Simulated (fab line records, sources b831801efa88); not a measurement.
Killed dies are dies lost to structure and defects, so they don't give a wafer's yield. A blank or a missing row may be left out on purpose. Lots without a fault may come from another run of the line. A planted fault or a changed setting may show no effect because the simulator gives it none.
Which tool did it? | flow sky130 | 14 lots, 42 wafers sampled, at 4 steps of a route of 708

WHAT THE GAUGES READ, wafer by wafer
SKY_SONOS_TUNNEL_CD_MEAS_07: target cd 410 nm. Usual: cd_nm 410.2 nm, standard deviation 2.3.
lot  | measured     | on        | cd_nm (nm)        | flag
L178 | day 11 12:10 | cd_sem-01 | 409.4 409.4 408.1 |
L179 | day 11 19:28 | cd_sem-01 | 408.9 407.4 410.3 |
L181 | day 12 16:57 | cd_sem-02 | 413.7 415.1 414.8 |
L183 | day 13 06:05 | cd_sem-02 | 409.3 409.8 411.5 |
L184 | day 13 06:55 | cd_sem-02 | 411.6 410.0 409.7 |
L185 | day 13 19:09 | cd_sem-02 | 410.1 411.6 412.1 |
L186 | day 14 03:36 | cd_sem-02 | 410.3 408.7 408.9 |
L187 | day 14 09:31 | cd_sem-01 | 409.8 410.4 411.8 |
L188 | day 14 18:12 | cd_sem-01 | 413.1 414.3 411.6 |
L190 | day 15 05:00 | cd_sem-01 | 409.1 408.6 408.7 |
L197 | day 17 23:39 | cd_sem-02 | - - -             | OFF
L198 | day 18 06:48 | cd_sem-02 | - - -             | OFF
L200 | day 18 20:06 | cd_sem-01 | 408.6 408.8 407.9 |
L201 | day 19 05:09 | cd_sem-01 | 408.1 411.0 408.3 |

SKY_SONOS_TUNNEL_OVL_MEAS_08. Usual: SONOS_TUNNEL_OVL -1.0 nm, standard deviation 1.6.
lot  | measured     | on         | SONOS_TUNNEL_OVL (nm) | flag
L178 | day 11 12:16 | overlay-02 | -2.9 -1.1 -1.8        |
L179 | day 11 19:35 | overlay-02 | -1.1 -0.8 0.7         |
L181 | day 12 17:04 | overlay-02 | 0.6 -0.1 -0.6         |
L183 | day 13 06:13 | overlay-01 | -0.7 -1.4 -2.1        |
L184 | day 13 06:59 | overlay-01 | -1.1 -0.2 -2.0        |
L185 | day 13 19:16 | overlay-02 | -0.1 -1.7 -2.4        |
L186 | day 14 03:43 | overlay-01 | 1.1 0.8 2.2           |
L187 | day 14 09:38 | overlay-02 | -1.0 -4.0 -3.4        |
L188 | day 14 18:20 | overlay-02 | -1.6 -1.7 -0.6        |
L190 | day 15 05:07 | overlay-01 | 3.8 0.0 0.6           |
L197 | day 17 23:46 | overlay-02 | - - -                 | OFF
L198 | day 18 06:55 | overlay-02 | - - -                 | OFF
L200 | day 18 20:10 | overlay-01 | -2.1 -3.4 -3.0        |
L201 | day 19 05:13 | overlay-01 | -0.5 0.1 -0.6         |

SKY_SONOS_TUNNEL_TW_MEAS_12. Usual: SONOS_TUNNEL_TW 195.6, standard deviation 2.7.
lot  | measured     | on            | SONOS_TUNNEL_TW   | flag
L178 | day 11 12:44 | film_metro-04 | 201.1 199.7 200.3 |
L179 | day 11 20:03 | film_metro-03 | 193.3 193.1 192.8 |
L181 | day 12 17:32 | film_metro-04 | 199.3 199.4 199.2 |
L183 | day 13 06:50 | film_metro-01 | 197.8 196.9 196.9 |
L184 | day 13 07:43 | film_metro-03 | 192.8 191.8 192.3 |
L185 | day 13 19:43 | film_metro-03 | 191.6 192.2 191.7 |
L186 | day 14 04:10 | film_metro-01 | 194.1 194.1 194.8 |
L187 | day 14 10:07 | film_metro-03 | 191.4 192.3 190.9 |
L188 | day 14 19:00 | film_metro-01 | 194.0 194.2 194.9 |
L190 | day 15 05:35 | film_metro-04 | 200.6 198.9 199.1 |
L197 | day 18 00:14 | film_metro-01 | 30.1 30.2 29.9    | OFF
L198 | day 18 07:22 | film_metro-01 | 30.1 30.0 30.2    | OFF
L200 | day 18 20:38 | film_metro-03 | 192.2 192.1 192.1 |
L201 | day 19 05:41 | film_metro-04 | 199.0 198.9 200.6 |

WHICH TOOL RAN EACH LOT (tool, then ch and the chambers of the sampled wafers, then the start)
lot  | SKY_SONOS_TUNNEL_DEVELOP_06
L178 | litho_track-02 ch 0, day 11 12:01
L179 | litho_track-03 ch 0, day 11 19:20
L181 | litho_track-04 ch 0, day 12 16:49
L183 | litho_track-02 ch 0, day 13 05:56
L184 | litho_track-03 ch 0, day 13 06:47
L185 | litho_track-03 ch 0, day 13 18:57
L186 | litho_track-03 ch 0, day 14 03:27
L187 | litho_track-03 ch 0, day 14 09:23
L188 | litho_track-03 ch 0, day 14 18:03
L190 | litho_track-04 ch 0, day 15 04:52
L197 | litho_track-03 ch 0, day 17 23:30
L198 | litho_track-03 ch 0, day 18 06:39
L200 | litho_track-02 ch 0, day 18 19:58
L201 | litho_track-02 ch 0, day 19 05:01
- SKY_SONOS_TUNNEL_DEVELOP_06: develop time 60 s.

WHAT THE TOOLS THEMSELVES READ (means of the sampled wafers that have a number; where no wafer has one, the mark that the record gives instead)
The record holds no such reading with a usual standard deviation.

THE ANSWER, worked out from the rows above alone
Rule: a lot is off if the mean of its wafers that have a number lies more than 3 standard deviations from the usual mean. A lot without any number at a reading at which 4 lots or more have one is off too. The other lots that the step has rows for count as sound. The gauges are gone through in route order, then the tools' own readings, and for those a lot's mean is taken as printed above. The first step at which some lot is off is used, and at that step the reading that is off furthest; a lot without a number counts as furthest.
Off: L197, L198, at SKY_SONOS_TUNNEL_CD_MEAS_07 (cd_nm). Without a number there: L197, L198.
A tool fits if, at a process step before that reading, it ran every lot that is off, and no sound lot after the first of them. The gauges at SKY_SONOS_TUNNEL_CD_MEAS_07 aren't tried: what is off there is off at SKY_SONOS_TUNNEL_OVL_MEAS_08 too, on other tools, and a gauge's error can't cause that. One fits: litho_track-03 at SKY_SONOS_TUNNEL_DEVELOP_06. Its last sound lot is L188 (day 14 18:03), its first lot that is off L197 (day 17 23:30): a fault that began between those two fits.

WHAT THE SIMULATOR HAD PUT IN
Process parameter drift: litho_track-03, from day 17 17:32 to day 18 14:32, at SKY_SONOS_TUNNEL_DEVELOP_06. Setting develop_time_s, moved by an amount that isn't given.
Lots struck among those shown: L197, L198. The rule above found the same.
